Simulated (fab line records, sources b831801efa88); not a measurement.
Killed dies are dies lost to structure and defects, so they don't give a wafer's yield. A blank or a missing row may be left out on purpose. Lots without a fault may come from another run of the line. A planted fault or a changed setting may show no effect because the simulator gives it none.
Which tool did it? | flow sky130 | 7 lots, 20 wafers sampled, at 1 step of a route of 708

WHAT THE GAUGES READ, wafer by wafer
SKY_VT_ADJUST_HVTP_CD_MEAS_07: target cd 380 nm.
lot  | measured     | on        | cd_nm (nm)
L641 | day 6 16:49  | cd_sem-02 | 382.0 383.8 383.6
L648 | day 8 05:20  | cd_sem-02 | 378.6 379.5 378.5
L653 | day 9 10:50  | cd_sem-02 | 377.4 380.8
L655 | day 10 04:06 | cd_sem-01 | 382.6 380.7 380.7
L657 | day 10 09:14 | cd_sem-01 | 376.1 379.0 378.1
L660 | day 11 04:58 | cd_sem-01 | 380.1 381.2 381.0
L663 | day 12 04:13 | cd_sem-02 | 378.4 381.1 379.0

WHICH TOOL RAN EACH LOT (tool, then ch and the chambers of the sampled wafers, then the start)
The record holds no process step before these readings.

THE ANSWER, worked out from the rows above alone
Rule: what is usual is taken from the lots themselves. Put in order of their means at a reading, lots are off if they are a third of the lots or fewer, leave a main group of 4 or more, and stand apart from it by a gap of 3 or more times the standard deviation of the main group's means; of several such gaps the widest counts. A main group whose means are all the same, to the digits that the tables above print for the reading, isn't used. A lot without any number at a reading at which 4 lots or more have one is off too. The other lots that the step has rows for count as sound.
No lot is off at any reading shown: from this, nothing can be told.

WHAT THE SIMULATOR HAD PUT IN
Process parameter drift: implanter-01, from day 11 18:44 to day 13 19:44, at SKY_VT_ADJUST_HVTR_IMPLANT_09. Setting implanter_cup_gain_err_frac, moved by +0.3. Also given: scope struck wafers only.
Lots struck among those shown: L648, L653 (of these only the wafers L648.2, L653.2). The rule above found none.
